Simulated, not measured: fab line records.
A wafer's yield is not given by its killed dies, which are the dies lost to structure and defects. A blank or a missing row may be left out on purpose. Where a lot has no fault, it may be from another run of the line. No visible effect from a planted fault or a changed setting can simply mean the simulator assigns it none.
Matching of chambers | flow gf180mcu | pecvd-01 running GF_V2_CVD_02: 3 sister chambers
The step deposits SiO2 from TEOS, target thk 850 nm, time 94.851 s. 3 wafers are shown with their chamber, then 7 later ones without.

WAFERS, EACH WITH ITS CHAMBER
wafer  | chamber | heaterPowerW (W)
L854.4 | 1       | 606
L861.2 | 0       | 491
L861.6 | 2       | 645

WAFERS WHOSE CHAMBER IS MISSING
wafer  | heaterPowerW (W)
L863.1 | 606
L863.6 | 542
L867.1 | 607
L867.3 | 459
L868.1 | 565
L868.3 | 618
L868.6 | 493

EACH ONE'S CHAMBER
wafer  | from the rows above          | in truth
L863.1 | can't be placed: 1 or 2      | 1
L863.6 | can't be placed: 0 or 1 or 2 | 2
L867.1 | can't be placed: 1 or 2      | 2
L867.3 | 0                            | 0
L868.1 | can't be placed: 1 or 0 or 2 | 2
L868.3 | can't be placed: 1 or 2      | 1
L868.6 | 0                            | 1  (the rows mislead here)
Correctly placed: 1 of 7. Unplaceable from these rows: 5, with the true chamber sitting among the candidates in 5. Placed wrongly: 1.
How it was worked out, from the rows above alone: a wafer's distance from a chamber is the root of the sum, over the readings, of the square of ((its reading less the chamber's mean) divided by the reading's scatter). The wafer belongs to the nearest chamber; if the next one is less than 2 further off, it can't be placed. The mean given for a chamber averages the wafers shown for that chamber. The scatter: with one shown wafer a chamber, the root of the mean of the squares of how far each hidden wafer lies from its nearest shown one.
